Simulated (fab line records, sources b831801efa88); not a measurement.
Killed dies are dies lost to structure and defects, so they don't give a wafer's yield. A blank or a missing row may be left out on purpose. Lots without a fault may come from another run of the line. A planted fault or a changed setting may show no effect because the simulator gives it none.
fab line records | flow gf180mcu
record lots=5 wafers=15 last_day=32
route steps=602 shown VT_IMPLANT@112 MVSD@136 NWELL@137 LVPWELL@138 MVPSD@139 DUAL_GATE@141
lots that met no fault: from a run of the same line without faults
start_h: hours from the record's first day to the start of the lot's first wafer shown | wait_h: hours since the lot's step before | " the same as in the row above | L1.1+2: a row that stands for several wafers | - no value, or no start given | * or withheld: withheld | < > ~ a bound
route shown NAME@n: a module of which the file shows steps, and the number in the route of the first | usual: mean/standard deviation of fault-free wafers | same: alike in all rows | chamber/n: place in a boat | sites: the reading at each site | _std_site: their standard deviation | _edge_site: outer sites' mean less inner sites' | radius_mm: how far each site lies from the wafer's centre | mask NAME#n: copy n | behind: the tool/chamber that last shaped the wafer | hold: why the lot was held/for how many hours/how that ended | device: the transistor (n, p or np) that didn't switch | end of line: the same wafers' tests at the end of the route | a step without rows: its recipe alone | killed: dies lost to structure and defects at the first sort, not the wafer's yield | map: a wafer's dies, x killed, . not, _ none there
set.NAME: the setting as run; set.NAME@STEP: as run at that earlier step | model.NAME: the simulator's own value behind a step, which no gauge read
lots at some steps of the route; a table a step, a row a wafer
services: from which hour (start_h, from the record's first day; less than 0 if before it) a tool's chamber was out of use, for how many hours, and why
## steps
# step GF_VT_IMPLANT_DEHYDRATE_22
# recipe temp_c=200 time_s=60
# columns lot.wafer tool chamber start_h wait_h
L077.2+4+6 litho_track-04 0 151.97 7.6
L080.1+3+5 litho_track-03 0 169.86 7.8
L083.1+3+4 litho_track-02 0 191.60 8.1
L085.4+5+6 litho_track-04 0 207.47 7.8
L089.1+3+4 litho_track-02 0 229.85 8.5
# step GF_VT_IMPLANT_HMDS_23
# recipe prime_time_s=60 prime_temp_c=120
# columns lot.wafer tool chamber start_h wait_h
L077.2+4+6 litho_track-04 0 152.12 0.1
L080.1+3+5 litho_track-03 0 170.01 0.1
L083.1+3+4 litho_track-02 0 191.75 0.1
L085.4+5+6 litho_track-04 0 207.62 0.1
L089.1+3+4 litho_track-02 0 230.00 0.1
# step GF_VT_IMPLANT_COAT_24
# recipe resist=NOVOLAK spin_rpm=3000 resist_thk_nm=1000
# columns lot.wafer tool chamber start_h wait_h
L077.2+4+6 litho_track-04 0 152.27 0.1
L080.1+3+5 litho_track-03 0 170.16 0.1
L083.1+3+4 litho_track-02 0 191.90 0.1
L085.4+5+6 litho_track-04 0 207.77 0.1
L089.1+3+4 litho_track-02 0 230.15 0.1
# step GF_VT_IMPLANT_SOFTBAKE_25
# recipe temp_c=90 time_s=60 resist=NOVOLAK
# columns lot.wafer tool chamber start_h wait_h
L077.2+4+6 litho_track-04 0 152.42 0.1
L080.1+3+5 litho_track-03 0 170.31 0.1
L083.1+3+4 litho_track-02 0 192.05 0.1
L085.4+5+6 litho_track-04 0 207.92 0.1
L089.1+3+4 litho_track-02 0 230.30 0.1
# step GF_VT_IMPLANT_EXPOSE_26
# recipe mask_id=LVPWELL_HV_AREA target_cd_nm=860 na=0.6 source_shape=conventional sigma_outer=0.6 dose_mj=140
# same sigma_outer=0.6
# columns lot.wafer tool chamber start_h wait_h mask
L077.2+4+6 iline_stepper-02 0 - - LVPWELL_HV_AREA#0
L080.1+3+5 iline_stepper-02 0 - - LVPWELL_HV_AREA#0
L083.1+3+4 iline_stepper-02 0 - - LVPWELL_HV_AREA#0
L085.4+5+6 iline_stepper-01 0 - - LVPWELL_HV_AREA#0
L089.1+3+4 iline_stepper-01 0 - - LVPWELL_HV_AREA#0
# step GF_VT_IMPLANT_PEB_27
# recipe temp_c=withheld time_s=* resist=NOVOLAK
# columns lot.wafer tool chamber start_h wait_h
L077.2+4+6 litho_track-02 0 - -
L080.1+3+5 litho_track-03 0 - -
L083.1+3+4 litho_track-03 0 - -
L085.4+5+6 litho_track-02 0 - -
L089.1+3+4 litho_track-03 0 - -
# step GF_VT_IMPLANT_DEVELOP_28
# recipe develop_time_s=60 dev_temp_c=23
# usual developer_temp_C=23.01/0.099
# columns lot.wafer tool chamber start_h wait_h developer_temp_C
L077.2 litho_track-02 0 160.08 0.1 22.90
L077.4 " 0 " " 22.94
L077.6 " 0 " " 22.99
L080.1 litho_track-03 0 178.36 0.1 22.98
L080.3 " 0 " " 23.06
L080.5 " 0 " " 23.04
L083.1 litho_track-03 0 200.26 0.1 22.97
L083.3 " 0 " " 23.17
L083.4 " 0 " " 22.97
L085.4 litho_track-02 0 216.38 0.1 23.13
L085.5 " 0 " " 23.08
L085.6 " 0 " " 23.02
L089.1 litho_track-03 0 238.76 0.1 23.01
L089.3 " 0 " " 23.08
L089.4 " 0 " " 22.96
# step GF_VT_IMPLANT_OVL_MEAS_29
# usual VT_IMPLANT_02_OVL=-0.4/1.4
# columns lot.wafer tool chamber start_h wait_h VT_IMPLANT_02_OVL[nm]
L077.2 overlay-02 - 160.21 0.1 -0.1
L077.4 " - " " 1.5
L077.6 " - " " -0.4
L080.1 overlay-01 - 178.51 0.1 -0.4
L080.3 " - " " -1.0
L080.5 " - " " 0.6
L083.1 overlay-01 - 200.41 0.1 1.9
L083.3 " - " " 2.3
L083.4 " - " " 0.4
L085.4 overlay-02 - 216.47 0.1 -1.1
L085.5 " - " " -0.4
L085.6 " - " " 0.7
L089.1 overlay-01 - 238.91 0.1 -2.5
L089.3 " - " " 0.4
L089.4 " - " " 0.3
# step GF_VT_IMPLANT_IMPLANT_30
# recipe species=B energy_kev=25 dose_cm2=2.534e+12 tilt_deg=7
# usual beam_on_s=9.99/0.21
# same implant_ion_amu=11
# columns lot.wafer tool chamber start_h wait_h beam_on_s
L077.2 implanter-04 0 160.26 0.0 10.36
L077.4 " 0 " " 9.75
L077.6 " 0 " " 9.90
L080.1 implanter-01 0 178.54 0.0 9.97
L080.3 " 0 " " 9.83
L080.5 " 0 " " 10.17
L083.1 implanter-04 0 200.44 0.0 9.88
L083.3 " 0 " " 10.27
L083.4 " 0 " " 9.69
L085.4 implanter-01 0 216.56 0.1 9.93
L085.5 " 0 " " 10.01
L085.6 " 0 " " 10.30
L089.1 implanter-01 0 238.94 0.0 9.88
L089.3 " 0 " " 10.49
L089.4 " 0 " " 10.18
# step GF_VT_IMPLANT_STRIP_31
# recipe chemistry=O2/N2 power_w=1400 pressure_mtorr=1500 platen_temp_c=250 o2_flow_sccm=3000 n2_flow_sccm=300 overash_fraction=0.5
# usual chamber_pressure_mTorr=1499.9/1.4 drypump_motor_current_A=5.8/0.48 heater_power_w=315/20 oes_product_au=0.716/0.0047 strip_time_to_endpoint_s=12.63/0.039
# columns lot.wafer tool chamber start_h wait_h chamber_pressure_mTorr drypump_motor_current_A heater_power_w oes_product_au rf_hours_counter_h strip_time_to_endpoint_s
L077.2 plasma_asher-01 1 160.39 0.1 1498.8 5.9 339 0.714 52 12.63
L077.4 " 1 " " 1500.3 5.8 341 0.714 - 12.64
L077.6 " 1 " " 1498.1 5.8 338 0.713 - 12.59
L080.1 plasma_asher-03 1 178.69 0.1 1499.5 5.8 341 0.721 54 12.63
L080.3 " 0 " " 1497.8 6.0 312 0.719 - 12.61
L080.5 " 1 " " 1499.8 5.8 335 0.714 - 12.67
L083.1 plasma_asher-03 0 200.59 0.1 1498.9 6.0 304 0.725 57 12.65
L083.3 " 0 " " 1497.4 6.0 313 0.718 - 12.67
L083.4 " 1 " " 1499.8 5.8 338 0.714 - 12.73
L085.4 plasma_asher-01 1 216.67 0.1 1500.7 5.8 337 0.719 - 12.62
L085.5 " 0 " " 1500.1 6.0 284 0.720 - 12.59
L085.6 " 1 " " 1500.0 5.8 335 0.715 - 12.66
L089.1 plasma_asher-04 0 239.09 0.1 1498.1 6.3 332 0.719 13 12.64
L089.3 " 1 " " 1502.4 4.9 302 0.715 - 12.66
L089.4 " 0 " " 1499.7 6.2 328 0.711 - 12.66
# step GF_VT_IMPLANT_TW_MEAS_32
# usual VT_IMPLANT_3_TW=266.9/2.6
# columns lot.wafer tool chamber start_h wait_h VT_IMPLANT_3_TW
L077.2 film_metro-02 - 160.50 0.1 269.9
L077.4 " - " " 268.3
L077.6 " - " " 267.2
L080.1 film_metro-04 - 178.79 0.1 267.7
L080.3 " - " " 268.0
L080.5 " - " " 269.0
L083.1 film_metro-01 - 200.69 0.1 266.3
L083.3 " - " " 265.5
L083.4 " - " " 263.9
L085.4 film_metro-04 - 216.77 0.1 268.9
L085.5 " - " " 268.9
L085.6 " - " " 267.4
L089.1 film_metro-02 - 239.19 0.1 268.3
L089.3 " - " " 267.9
L089.4 " - " " 268.3
# step GF_VT_IMPLANT_DEHYDRATE_33
# recipe temp_c=200 time_s=60
# columns lot.wafer tool chamber start_h wait_h
L077.2+4+6 litho_track-03 0 167.98 7.5
L080.1+3+5 litho_track-02 0 186.10 7.3
L083.1+3+4 litho_track-02 0 209.15 8.4
L085.4+5+6 litho_track-04 0 224.77 8.0
L089.1+3+4 litho_track-04 0 247.34 8.1
# step GF_VT_IMPLANT_HMDS_34
# recipe prime_time_s=60 prime_temp_c=120
# columns lot.wafer tool chamber start_h wait_h
L077.2+4+6 litho_track-03 0 168.13 0.1
L080.1+3+5 litho_track-02 0 186.25 0.1
L083.1+3+4 litho_track-02 0 209.30 0.1
L085.4+5+6 litho_track-04 0 224.92 0.1
L089.1+3+4 litho_track-04 0 247.49 0.1
# step GF_VT_IMPLANT_COAT_35
# recipe resist=NOVOLAK spin_rpm=3000 resist_thk_nm=1000
# columns lot.wafer tool chamber start_h wait_h
L077.2+4+6 litho_track-03 0 168.28 0.1
L080.1+3+5 litho_track-02 0 186.40 0.1
L083.1+3+4 litho_track-02 0 209.45 0.1
L085.4+5+6 litho_track-04 0 225.07 0.1
L089.1+3+4 litho_track-04 0 247.64 0.1
# step GF_VT_IMPLANT_SOFTBAKE_36
# recipe temp_c=90 time_s=60 resist=NOVOLAK
# columns lot.wafer tool chamber start_h wait_h
L077.2+4+6 litho_track-03 0 168.43 0.1
L080.1+3+5 litho_track-02 0 186.55 0.1
L083.1+3+4 litho_track-02 0 209.60 0.1
L085.4+5+6 litho_track-04 0 225.22 0.1
L089.1+3+4 litho_track-04 0 247.79 0.1
# step GF_VT_IMPLANT_EXPOSE_37
# recipe mask_id=Nwell_HV_AREA target_cd_nm=860 na=0.6 source_shape=conventional sigma_outer=0.6 dose_mj=140
# same sigma_outer=0.6
# columns lot.wafer tool chamber start_h wait_h mask
L077.2+4+6 iline_stepper-01 0 - - Nwell_HV_AREA#0
L080.1+3+5 iline_stepper-02 0 - - Nwell_HV_AREA#0
L083.1+3+4 iline_stepper-01 0 - - Nwell_HV_AREA#0
L085.4+5+6 iline_stepper-01 0 - - Nwell_HV_AREA#0
L089.1+3+4 iline_stepper-01 0 - - Nwell_HV_AREA#0
# step GF_VT_IMPLANT_PEB_38
# recipe temp_c=withheld time_s=* resist=NOVOLAK
# columns lot.wafer tool chamber start_h wait_h
L077.2+4+6 litho_track-02 0 - -
L080.1+3+5 litho_track-03 0 - -
L083.1+3+4 litho_track-02 0 - -
L085.4+5+6 litho_track-04 0 - -
L089.1+3+4 litho_track-02 0 - -
# step GF_VT_IMPLANT_DEVELOP_39
# recipe develop_time_s=60 dev_temp_c=23
# usual developer_temp_C=22.99/0.11
# columns lot.wafer tool chamber start_h wait_h developer_temp_C
L077.2 litho_track-02 0 176.88 0.1 22.97
L077.4 " 0 " " 23.10
L077.6 " 0 " " 23.00
L080.1 litho_track-03 0 194.96 0.1 23.02
L080.3 " 0 " " 23.18
L080.5 " 0 " " 23.07
L083.1 litho_track-02 0 217.55 0.1 22.93
L083.3 " 0 " " 23.05
L083.4 " 0 " " 23.08
L085.4 litho_track-04 0 234.17 0.1 22.84
L085.5 " 0 " " 22.93
L085.6 " 0 " " 22.93
L089.1 litho_track-02 0 256.40 0.1 23.16
L089.3 " 0 " " 23.07
L089.4 " 0 " " 23.02
# step GF_VT_IMPLANT_OVL_MEAS_40
# usual VT_IMPLANT_03_OVL=-1.0/1.3
# columns lot.wafer tool chamber start_h wait_h VT_IMPLANT_03_OVL[nm]
L077.2 overlay-01 - 177.01 0.1 -2.0
L077.4 " - " " -1.8
L077.6 " - " " -1.8
L080.1 overlay-01 - 195.11 0.1 -1.1
L080.3 " - " " 1.3
L080.5 " - " " -2.1
L083.1 overlay-01 - 217.70 0.1 -1.6
L083.3 " - " " -1.4
L083.4 " - " " -0.5
L085.4 overlay-02 - 234.26 0.1 -0.2
L085.5 " - " " -0.3
L085.6 " - " " -2.7
L089.1 overlay-01 - 256.55 0.1 0.1
L089.3 " - " " -2.6
L089.4 " - " " -1.3
# step GF_VT_IMPLANT_IMPLANT_41
# recipe species=As energy_kev=70 dose_cm2=1.013e+12 tilt_deg=7
# usual beam_on_s=9.99/0.21
# same implant_ion_amu=75
# columns lot.wafer tool chamber start_h wait_h beam_on_s
L077.2 implanter-04 0 177.06 0.0 10.11
L077.4 " 0 " " 10.01
L077.6 " 0 " " 10.11
L080.1 implanter-04 0 195.14 0.0 10.01
L080.3 " 0 " " 9.69
L080.5 " 0 " " 10.27
L083.1 implanter-01 0 217.74 0.0 10.20
L083.3 " 0 " " 9.98
L083.4 " 0 " " 10.23
L085.4 implanter-04 0 234.35 0.1 10.45
L085.5 " 0 " " 9.85
L085.6 " 0 " " 9.85
L089.1 implanter-02 0 256.59 0.0 9.87
L089.3 " 0 " " 9.89
L089.4 " 0 " " 10.07
# step GF_VT_IMPLANT_STRIP_42
# recipe chemistry=O2/N2 power_w=1400 pressure_mtorr=1500 platen_temp_c=250 o2_flow_sccm=3000 n2_flow_sccm=300 overash_fraction=0.5
# usual chamber_pressure_mTorr=1500.1/1.5 drypump_motor_current_A=5.8/0.39 heater_power_w=315/20 oes_product_au=0.716/0.0041 strip_time_to_endpoint_s=12.63/0.031
# columns lot.wafer tool chamber start_h wait_h chamber_pressure_mTorr drypump_motor_current_A heater_power_w oes_product_au rf_hours_counter_h strip_time_to_endpoint_s
L077.2 plasma_asher-01 1 177.19 0.1 1500.1 5.8 337 0.718 54 12.67
L077.4 " 1 " " 1500.7 5.9 337 0.720 - 12.65
L077.6 " 0 " " 1498.8 6.0 280 0.712 - 12.62
L080.1 plasma_asher-01 1 195.29 0.1 1501.1 5.8 347 0.712 56 12.58
L080.3 " 1 " " 1502.2 5.8 336 0.724 - 12.60
L080.5 " 0 " " 1501.0 6.0 278 0.715 - 12.61
L083.1 plasma_asher-03 1 217.89 0.1 1499.7 5.8 332 0.717 58 12.63
L083.3 " 0 " " 1501.3 6.0 307 0.720 - 12.63
L083.4 " 1 " " 1498.8 5.8 323 0.718 - 12.63
L085.4 plasma_asher-04 0 234.46 0.1 1498.7 6.3 329 0.716 - 12.56
L085.5 " 1 " " 1500.4 4.9 303 0.714 - 12.60
L085.6 " 0 " " 1500.8 6.2 333 0.722 - 12.59
L089.1 plasma_asher-01 0 256.74 0.1 1498.3 6.0 276 0.718 61 12.63
L089.3 " 1 " " 1501.3 5.9 339 0.714 - 12.58
L089.4 " 0 " " 1498.7 5.9 286 0.715 - 12.61
# step GF_VT_IMPLANT_TW_MEAS_43
# usual VT_IMPLANT_4_TW=684/5.9
# columns lot.wafer tool chamber start_h wait_h VT_IMPLANT_4_TW
L077.2 film_metro-04 - 177.30 0.1 691
L077.4 " - " " 689
L077.6 " - " " 692
L080.1 film_metro-01 - 195.39 0.1 678
L080.3 " - " " 681
L080.5 " - " " 681
L083.1 film_metro-02 - 217.99 0.1 689
L083.3 " - " " 687
L083.4 " - " " 691
L085.4 film_metro-04 - 234.56 0.1 691
L085.5 " - " " 686
L085.6 " - " " 694
L089.1 film_metro-04 - 256.84 0.1 687
L089.3 " - " " 690
L089.4 " - " " 690
# step GF_VT_IMPLANT_CLEAN_44
# recipe chemistry=SC1/SC2 mix=1:4:20 temp_c=70 time_s=150 dry=n2_spin
# usual bath_heat_duty_pct=13.8/1.7
# columns lot.wafer tool chamber start_h wait_h bath_heat_duty_pct
L077.2 wet_bench-02 0 177.35 0.0 12.4
L077.4 " 0 " " 12.5
L077.6 " 0 " " 13.3
L080.1 wet_bench-02 2 195.45 0.1 14.8
L080.3 " 2 " " 13.7
L080.5 " 2 " " 14.5
L083.1 wet_bench-03 3 218.05 0.1 10.5
L083.3 " 3 " " 11.9
L083.4 " 3 " " 11.0
L085.4 wet_bench-01 1 234.59 0.0 12.3
L085.5 " 1 " " 12.5
L085.6 " 1 " " 11.5
L089.1 wet_bench-03 2 256.90 0.1 14.3
L089.3 " 2 " " 14.6
L089.4 " 2 " " 13.0
# step GF_VT_IMPLANT_RTA_45
# recipe temp_c=1050 time_s=30 ambient=N2
# usual lamp_power_pct=36.3/2.5 wafer_temp_C_max=1053.8/0.78
# columns lot.wafer tool chamber start_h wait_h lamp_power_pct wafer_temp_C_max
L077.2 rtp_anneal-02 0 177.47 0.0 33.9 1053.9
L077.4 " 0 " " 33.8 1054.6
L077.6 " 0 " " 33.9 1053.3
L080.1 rtp_anneal-02 0 195.51 0.0 33.9 1053.8
L080.3 " 0 " " 33.9 1054.6
L080.5 " 0 " " 33.9 1053.9
L083.1 rtp_anneal-01 0 218.10 0.0 38.8 1053.6
L083.3 " 0 " " 38.8 1054.3
L083.4 " 0 " " 38.8 1053.4
L085.4 rtp_anneal-01 0 234.69 0.1 38.8 1054.3
L085.5 " 0 " " 38.8 1053.0
L085.6 " 0 " " 38.8 1052.2
L089.1 rtp_anneal-02 0 256.95 0.0 33.9 1054.3
L089.3 " 0 " " 33.9 1052.0
L089.4 " 0 " " 33.9 1052.8
# step GF_VT_IMPLANT_RS_MEAS_46
# recipe thk_meas_gauge=four-point-probe
# usual MVSD_RS=456.3/1.1
# columns lot.wafer tool chamber start_h wait_h MVSD_RS[ohm/sq]
L077.2 film_metro-02 - 177.58 0.1 455.1
L077.4 " - " " 455.1
L077.6 " - " " 456.4
L080.1 film_metro-03 - 195.61 0.1 454.7
L080.3 " - " " 455.3
L080.5 " - " " 456.1
L083.1 film_metro-04 - 218.20 0.1 456.6
L083.3 " - " " 456.4
L083.4 " - " " 457.7
L085.4 film_metro-04 - 234.80 0.1 457.8
L085.5 " - " " 457.6
L085.6 " - " " 457.4
L089.1 film_metro-03 - 257.05 0.1 456.7
L089.3 " - " " 454.7
L089.4 " - " " 455.6
# step GF_VT_IMPLANT_RS_MEAS_47
# recipe thk_meas_gauge=four-point-probe
# usual NWELL_RS=487.6/1.4
# columns lot.wafer tool chamber start_h wait_h NWELL_RS[ohm/sq]
L077.2 film_metro-02 - 177.70 0.1 485.7
L077.4 " - " " 488.1
L077.6 " - " " 488.1
L080.1 film_metro-03 - 195.73 0.1 488.5
L080.3 " - " " 489.5
L080.5 " - " " 487.0
L083.1 film_metro-04 - 218.32 0.1 488.5
L083.3 " - " " 487.1
L083.4 " - " " 487.9
L085.4 film_metro-04 - 234.92 0.1 488.5
L085.5 " - " " 487.4
L085.6 " - " " 486.2
L089.1 film_metro-03 - 257.17 0.1 483.4
L089.3 " - " " 483.9
L089.4 " - " " 485.4
# step GF_VT_IMPLANT_RS_MEAS_48
# recipe thk_meas_gauge=four-point-probe
# usual LVPWELL_RS=1197/3.1
# columns lot.wafer tool chamber start_h wait_h LVPWELL_RS[ohm/sq]
L077.2 film_metro-02 - 177.82 0.1 1200
L077.4 " - " " 1193
L077.6 " - " " 1198
L080.1 film_metro-03 - 195.85 0.1 1192
L080.3 " - " " 1195
L080.5 " - " " 1194
L083.1 film_metro-04 - 218.44 0.1 1198
L083.3 " - " " 1197
L083.4 " - " " 1195
L085.4 film_metro-04 - 235.04 0.1 1199
L085.5 " - " " 1197
L085.6 " - " " 1199
L089.1 film_metro-03 - 257.29 0.1 1192
L089.3 " - " " 1194
L089.4 " - " " 1199
# step GF_VT_IMPLANT_RS_MEAS_49
# recipe thk_meas_gauge=four-point-probe
# usual MVPSD_RS=1167.6/2.5
# columns lot.wafer tool chamber start_h wait_h MVPSD_RS[ohm/sq]
L077.2 film_metro-02 - 177.94 0.1 1167.1
L077.4 " - " " 1164.9
L077.6 " - " " 1165.5
L080.1 film_metro-03 - 195.97 0.1 1165.5
L080.3 " - " " 1170.4
L080.5 " - " " 1167.3
L083.1 film_metro-04 - 218.56 0.1 1166.5
L083.3 " - " " 1169.6
L083.4 " - " " 1169.6
L085.4 film_metro-04 - 235.16 0.1 1168.9
L085.5 " - " " 1169.2
L085.6 " - " " 1166.4
L089.1 film_metro-03 - 257.41 0.1 1168.4
L089.3 " - " " 1168.1
L089.4 " - " " 1166.1
# step GF_VT_IMPLANT_WET_ETCH_50
# recipe chemistry=dHF target_depth_nm=20 target=SiO2 temp_c=25 dilution=100:1 time_s=400
# usual bath_heat_duty_pct=6.1/0.81
# columns lot.wafer tool chamber start_h wait_h bath_heat_duty_pct
L077.2 wet_bench-01 2 178.04 0.1 6.2
L077.4 " 2 " " 6.5
L077.6 " 2 " " 5.5
L080.1 wet_bench-03 0 196.09 0.1 5.8
L080.3 " 0 " " 5.9
L080.5 " 0 " " 5.6
L083.1 wet_bench-03 0 218.68 0.1 5.8
L083.3 " 0 " " 6.1
L083.4 " 0 " " 6.3
L085.4 wet_bench-02 1 235.22 0.0 7.3
L085.5 " 1 " " 6.7
L085.6 " 1 " " 6.9
L089.1 wet_bench-01 1 257.53 0.1 6.3
L089.3 " 1 " " 6.0
L089.4 " 1 " " 5.5
# step GF_DUAL_GATE_CLEAN_00
# recipe chemistry=SC1/SC2 mix=1:4:20 temp_c=70 time_s=150
# usual bath_heat_duty_pct=14.0/1.7
# columns lot.wafer tool chamber start_h wait_h bath_heat_duty_pct
L077.2 wet_bench-01 2 178.16 0.0 12.3
L077.4 " 2 " " 14.0
L077.6 " 2 " " 12.8
L080.1 wet_bench-02 3 196.21 0.0 15.3
L080.3 " 3 " " 15.5
L080.5 " 3 " " 16.6
L083.1 wet_bench-01 2 218.80 0.0 12.1
L083.3 " 2 " " 12.0
L083.4 " 2 " " 12.1
L085.4 wet_bench-01 1 235.35 0.0 12.4
L085.5 " 1 " " 12.5
L085.6 " 1 " " 10.2
L089.1 wet_bench-03 1 257.66 0.0 15.7
L089.3 " 1 " " 15.4
L089.4 " 1 " " 13.7
# step GF_DUAL_GATE_CLEAN_01
# recipe chemistry=dHF time_s=20 dilution=100:1 dry=ipa_marangoni
# columns lot.wafer tool chamber start_h wait_h
L077.2+4+6 wet_bench-03 0 178.21 0.0
L080.1+3+5 wet_bench-01 2 196.26 0.0
L083.1+3+4 wet_bench-03 3 218.85 0.0
L085.4+5+6 wet_bench-02 2 235.41 0.0
L089.1+3+4 wet_bench-01 1 257.71 0.0
# step GF_DUAL_GATE_OXIDATION_02
# recipe temp_c=900 ambient=O2 stabilise_s=600 purge_s=300 target_thk_a=108.87 ox_time_s=1602
# usual spike_tc_bottom_C=917.8/0.99
# columns lot.wafer tool chamber start_h wait_h spike_tc_bottom_C
L077.2 furnace-02 0 178.94 0.7 915.6
L077.4 " 0 " " 917.9
L077.6 " 0 " " 917.4
L080.1 furnace-02 0 196.56 0.3 917.1
L080.3 " 0 " " 915.7
L080.5 " 0 " " 920.5
L083.1 furnace-01 0 219.00 0.1 917.8
L083.3 " 0 " " 917.5
L083.4 " 0 " " 919.1
L085.4 furnace-02 0 237.07 1.7 915.9
L085.5 " 0 " " 917.4
L085.6 " 0 " " 918.8
L089.1 furnace-02 0 258.07 0.3 916.9
L089.3 " 0 " " 918.0
L089.4 " 0 " " 917.2
# step GF_DUAL_GATE_THK_MEAS_03
# recipe reads=SiO2_of_DUAL_GATE_OXIDATION_02
# usual DUAL_GATE_OXIDATION_00_THK=11.00/0.25
# columns lot.wafer tool chamber start_h wait_h DUAL_GATE_OXIDATION_00_THK[nm]
L077.2 film_metro-03 - 180.40 0.0 10.61
L077.4 " - " " 10.63
L077.6 " - " " 10.52
L080.1 film_metro-03 - 198.01 0.0 10.74
L080.3 " - " " 10.90
L080.5 " - " " 11.01
L083.1 film_metro-03 - 220.45 0.0 10.72
L083.3 " - " " 10.91
L083.4 " - " " 10.73
L085.4 film_metro-02 - 238.55 0.0 10.66
L085.5 " - " " 10.61
L085.6 " - " " 10.80
L089.1 film_metro-02 - 259.51 0.0 11.23
L089.3 " - " " 11.22
L089.4 " - " " 11.18
# step GF_DUAL_GATE_DEHYDRATE_04
# recipe temp_c=200 time_s=60
# columns lot.wafer tool chamber start_h wait_h
L077.2+4+6 litho_track-01 0 188.13 7.7
L080.1+3+5 litho_track-02 0 205.20 7.2
L083.1+3+4 litho_track-03 0 228.71 8.2
L085.4+5+6 litho_track-01 0 246.83 8.3
L089.1+3+4 litho_track-01 0 269.15 9.6
# step GF_DUAL_GATE_HMDS_05
# recipe prime_time_s=60 prime_temp_c=120
# columns lot.wafer tool chamber start_h wait_h
L077.2+4+6 litho_track-01 0 188.28 0.1
L080.1+3+5 litho_track-02 0 205.35 0.1
L083.1+3+4 litho_track-03 0 228.86 0.1
L085.4+5+6 litho_track-01 0 246.98 0.1
L089.1+3+4 litho_track-01 0 269.30 0.1
# step GF_DUAL_GATE_COAT_06
# recipe resist=NOVOLAK spin_rpm=3000 resist_thk_nm=1000
# columns lot.wafer tool chamber start_h wait_h
L077.2+4+6 litho_track-01 0 188.43 0.1
L080.1+3+5 litho_track-02 0 205.50 0.1
L083.1+3+4 litho_track-03 0 229.01 0.1
L085.4+5+6 litho_track-01 0 247.13 0.1
L089.1+3+4 litho_track-01 0 269.45 0.1
# step GF_DUAL_GATE_SOFTBAKE_07
# recipe temp_c=90 time_s=60 resist=NOVOLAK
# columns lot.wafer tool chamber start_h wait_h
L077.2+4+6 litho_track-01 0 188.58 0.1
L080.1+3+5 litho_track-02 0 205.65 0.1
L083.1+3+4 litho_track-03 0 229.16 0.1
L085.4+5+6 litho_track-01 0 247.28 0.1
L089.1+3+4 litho_track-01 0 269.60 0.1
# step GF_DUAL_GATE_EXPOSE_08
# recipe mask_id=Dualgate target_cd_nm=700 na=0.6 source_shape=conventional sigma_outer=0.6 dose_mj=140
# same sigma_outer=0.6
# columns lot.wafer tool chamber start_h wait_h mask
L077.2+4+6 iline_stepper-02 0 - - Dualgate#0
L080.1+3+5 iline_stepper-01 0 - - Dualgate#0
L083.1+3+4 iline_stepper-02 0 - - Dualgate#0
L085.4+5+6 iline_stepper-01 0 - - Dualgate#0
L089.1+3+4 iline_stepper-01 0 - - Dualgate#0
# step GF_DUAL_GATE_PEB_09
# recipe temp_c=withheld time_s=* resist=NOVOLAK
# columns lot.wafer tool chamber start_h wait_h
L077.2+4+6 litho_track-01 0 - -
L080.1+3+5 litho_track-03 0 - -
L083.1+3+4 litho_track-03 0 - -
L085.4+5+6 litho_track-03 0 - -
L089.1+3+4 litho_track-03 0 - -
# step GF_DUAL_GATE_DEVELOP_10
# recipe develop_time_s=60 dev_temp_c=23
# usual developer_temp_C=23.00/0.11
# columns lot.wafer tool chamber start_h wait_h developer_temp_C
L077.2 litho_track-01 0 196.68 0.1 23.01
L077.4 " 0 " " 23.11
L077.6 " 0 " " 23.04
L080.1 litho_track-03 0 214.56 0.1 23.14
L080.3 " 0 " " 23.01
L080.5 " 0 " " 22.93
L083.1 litho_track-03 0 237.56 0.1 22.99
L083.3 " 0 " " 23.11
L083.4 " 0 " " 22.94
L085.4 litho_track-03 0 256.08 0.1 22.74
L085.5 " 0 " " 22.83
L085.6 " 0 " " 22.81
L089.1 litho_track-03 0 278.96 0.1 22.93
L089.3 " 0 " " 23.12
L089.4 " 0 " " 22.83
# step GF_DUAL_GATE_OVL_MEAS_11
# usual DUAL_GATE_OVL=0.4/1.1
# columns lot.wafer tool chamber start_h wait_h DUAL_GATE_OVL[nm]
L077.2 overlay-02 - 196.81 0.1 1.4
L077.4 " - " " 0.2
L077.6 " - " " -0.1
L080.1 overlay-02 - 214.71 0.1 -1.1
L080.3 " - " " 1.6
L080.5 " - " " 0.7
L083.1 overlay-01 - 237.71 0.1 2.3
L083.3 " - " " 1.1
L083.4 " - " " 1.0
L085.4 overlay-01 - 256.17 0.1 1.0
L085.5 " - " " -0.3
L085.6 " - " " -1.6
L089.1 overlay-01 - 279.11 0.1 -0.1
L089.3 " - " " -1.5
L089.4 " - " " 0.5
# step GF_DUAL_GATE_WET_ETCH_12
# recipe chemistry=dHF target_depth_nm=13 dry=n2_spin target=SiO2 temp_c=25 dilution=100:1 time_s=260
# usual bath_heat_duty_pct=6.3/0.78
# columns lot.wafer tool chamber start_h wait_h bath_heat_duty_pct
L077.2 wet_bench-01 2 196.84 0.0 5.8
L077.4 " 2 " " 6.3
L077.6 " 2 " " 5.1
L080.1 wet_bench-03 1 214.74 0.0 6.2
L080.3 " 1 " " 8.0
L080.5 " 1 " " 5.9
L083.1 wet_bench-02 3 237.74 0.0 8.0
L083.3 " 3 " " 7.2
L083.4 " 3 " " 6.8
L085.4 wet_bench-03 1 256.19 0.0 6.9
L085.5 " 1 " " 7.4
L085.6 " 1 " " 7.1
L089.1 wet_bench-03 1 279.14 0.0 7.6
L089.3 " 1 " " 7.0
L089.4 " 1 " " 6.7
## services
# columns tool chamber start_h hours kind
iline_stepper-01 - 133.18 2.1 pm
implanter-02 - 135.17 5.1 repair
iline_stepper-01 - 135.27 - consumable_replace:lamp
implanter-04 - 145.21 8.0 pm
implanter-02 - 179.69 1.1 repair
implanter-01 - 183.09 2.7 pm
iline_stepper-01 - 188.55 6.3 repair
plasma_asher-04 - 192.74 7.2 pm
iline_stepper-02 - 200.99 0.8 repair
iline_stepper-02 - 205.23 1.7 pm
plasma_asher-01 - 207.17 0.4 repair
plasma_asher-03 - 209.87 7.9 repair
implanter-04 - 218.60 2.4 repair
furnace-02 - 224.52 10.0 repair
litho_track-04 - 229.93 - consumable_replace:filter
implanter-02 - 233.29 1.2 repair
plasma_asher-01 - 235.80 19.2 repair
furnace-01 - 236.23 3.3 pm
iline_stepper-01 - 238.31 8.9 pm
implanter-01 - 250.47 0.7 repair
furnace-02 - 250.74 2.7 pm
furnace-02 - 266.01 11.0 repair
iline_stepper-02 - 267.36 17.1 repair
implanter-02 - 268.03 0.6 repair
## key
fault none
